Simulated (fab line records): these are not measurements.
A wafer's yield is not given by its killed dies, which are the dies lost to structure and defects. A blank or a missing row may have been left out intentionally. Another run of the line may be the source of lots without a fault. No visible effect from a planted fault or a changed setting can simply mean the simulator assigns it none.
Which tool was responsible?    flow sky130    Sampling: 12 lots, 36 wafers, 4 of 708 route steps

## WHAT EACH GAUGE READ, for each wafer
SKY_VT_ADJUST_HVTP_TW_MEAS_11. Usual: for VT_ADJUST_HVTP_TW the level is 1361 and the standard deviation is 13.
lot   measured      on             VT_ADJUST_HVTP_TW  flag
L984  day 6 05:04   film-metro-04  1366 1364 1364     
L985  day 6 08:40   film-metro-04  1358 1361 1356     
L986  day 6 16:16   film-metro-04  1357 1349 1355     
L987  day 6 22:06   film-metro-01  1376 1374 1365     
L989  day 7 11:40   film-metro-01  1357 1355 1358     
L990  day 7 13:47   film-metro-01  1354 1352 1355     
L994  day 8 14:43   film-metro-04  1355 1354 1361     
L998  day 9 22:52   film-metro-02  1343 1346 1339     
L100  day 10 09:22  film-metro-01  1378 1373 1373     
L104  day 11 07:53  film-metro-02  1334 1332 1338     
L105  day 11 16:32  film-metro-01  1372 1372 1368     
L107  day 12 07:49  film-metro-01  1370 1371 1369     

SKY_GATE_OXIDE_TW_MEAS_14. Usual: for GATE_OXIDE_TW the level is 224.0 and the standard deviation is 2.4.
lot   measured      on             GATE_OXIDE_TW                        flag
L984  day 13 23:12  film-metro-01  228.0 228.4 228.5                    
L985  day 14 04:31  film-metro-04  225.8 225.9 224.9                    
L986  day 14 10:56  film-metro-04  225.4 227.4 225.0                    
L987  day 14 19:53  film-metro-03  220.2 222.0 222.2                    
L989  day 15 20:22  film-metro-01  227.6 228.4 227.7                    
L990  day 15 20:17  film-metro-01  227.8 227.8 226.1                    
L994  day 17 10:55  film-metro-01  228.0 227.6 227.4                    
L998  day 18 21:37  film-metro-03  214.4 215.3 215.0 213.9 215.3 214.1  OFF
L100  day 19 13:37  film-metro-03  214.7 215.3 215.2 214.6 215.3 215.7  OFF
L104  day 20 18:06  film-metro-03  223.9 222.9 222.9                    
L105  day 21 05:20  film-metro-01  219.2 220.0 220.3                    
L107  day 21 21:58  film-metro-04  223.0 223.0 224.6                    

## TOOL THAT RAN EACH LOT (tool first, then ch and the chambers of the sampled wafers, then the start)
lot   SKY_SONOS_ONO_ETCH_15               SKY_GATE_OXIDE_IMPLANT_11
L984  rie-diel-03 ch 0,1,3, day 12 17:18  implanter-04 ch 0, day 13 22:51
L985  rie-diel-03 ch 0,1,3, day 13 00:37  implanter-01 ch 0, day 14 04:09
L986  rie-diel-01 ch 0,2,3, day 13 06:31  implanter-02 ch 0, day 14 10:35
L987  rie-diel-04 ch 0,1,2, day 13 16:46  implanter-04 ch 0, day 14 19:32
L989  rie-diel-03 ch 0,2, day 14 10:02    implanter-04 ch 0, day 15 20:02
L990  rie-diel-04 ch 0,1, day 14 12:05    implanter-02 ch 0, day 15 19:57
L994  rie-diel-01 ch 0,1,3, day 16 04:33  implanter-01 ch 0, day 17 10:34
L998  rie-diel-04 ch 2,3, day 17 12:26    implanter-04 ch 0, day 18 21:17
L100  rie-diel-04 ch 1,3, day 18 04:16    implanter-04 ch 0, day 19 13:16
L104  rie-diel-04 ch 1,2,3, day 19 08:37  implanter-01 ch 0, day 20 17:46
L105  rie-diel-01 ch 0,1,2, day 19 20:06  implanter-02 ch 0, day 21 05:01
L107  rie-diel-04 ch 0,1, day 20 13:48    implanter-04 ch 0, day 21 21:38
- SKY_SONOS_ONO_ETCH_15: etches the open film in CHF3/O2, target depth 19.52 nm, time 7.8 s.
- SKY_GATE_OXIDE_IMPLANT_11

## AS READ BY THE TOOLS THEMSELVES (means over the sampled wafers that have a number; for cases with no such wafer, the mark the record gives instead)
SKY_SONOS_ONO_ETCH_15. Usual: drypump-motor-current-A 5.6 A, standard deviation 0.47; oes-product-au 0.998 a.u., standard deviation 0.012; throttle-valve-pct 8.824 %, standard deviation 0.0087.
lot   tool         drypump-motor-current-A (A)  oes-product-au (a.u.)  throttle-valve-pct (%)  flag
L984  rie-diel-03  5.5                          0.995                  8.829                   
L985  rie-diel-03  5.5                          0.991                  8.828                   
L986  rie-diel-01  5.9                          1.007                  8.819                   
L987  rie-diel-04  5.4                          0.990                  8.828                   
L989  rie-diel-03  5.8                          0.997                  8.819                   
L990  rie-diel-04  5.1                          0.989                  8.822                   
L994  rie-diel-01  5.6                          0.986                  8.821                   
L998  rie-diel-04  5.2                          0.997                  8.818                   
L100  rie-diel-04  5.4                          1.002                  8.817                   
L104  rie-diel-04  5.4                          0.998                  8.819                   
L105  rie-diel-01  5.8                          0.994                  8.827                   
L107  rie-diel-04  5.1                          1.000                  8.827                   

SKY_GATE_OXIDE_IMPLANT_11. Usual: beam-energy-keV at 10.001, with a standard deviation of 0.0035.
lot   tool          beam-energy-keV  flag
L984  implanter-04  10.003           
L985  implanter-01  10.000           
L986  implanter-02  9.999            
L987  implanter-04  10.003           
L989  implanter-04  10.003           
L990  implanter-02  10.003           
L994  implanter-01  10.005           
L998  implanter-04  8.688            OFF
L100  implanter-04  8.686            OFF
L104  implanter-01  10.004           
L105  implanter-02  10.006           
L107  implanter-04  9.998            

## THE ANSWER, worked out from the rows above alone
Rule: take the mean of a lot's wafers that have a number; if it is more than 3 standard deviations from the usual mean, the lot is off. Also off: a lot with no number at a reading for which 4 or more lots have one. Any other lot the step has rows for is counted as sound. The gauges are gone through in route order, then the tools' own readings, and for those a lot's mean is taken as printed above. The first step at which some lot is off is used, and at that step the reading that is off furthest; a lot without a number counts as furthest.
Off: L998, L100, seen at SKY_GATE_OXIDE_TW_MEAS_14 (GATE_OXIDE_TW).
A tool fits if, at a process step before that reading, it ran every lot that is off, and no sound lot after the first of them. The gauges at SKY_GATE_OXIDE_TW_MEAS_14 aren't tried: what is off there is off at SKY_GATE_OXIDE_IMPLANT_11 too, on other tools, and a gauge's error can't cause that. No candidate that was tried fits.

## WHAT THE SIMULATOR HAD PUT IN
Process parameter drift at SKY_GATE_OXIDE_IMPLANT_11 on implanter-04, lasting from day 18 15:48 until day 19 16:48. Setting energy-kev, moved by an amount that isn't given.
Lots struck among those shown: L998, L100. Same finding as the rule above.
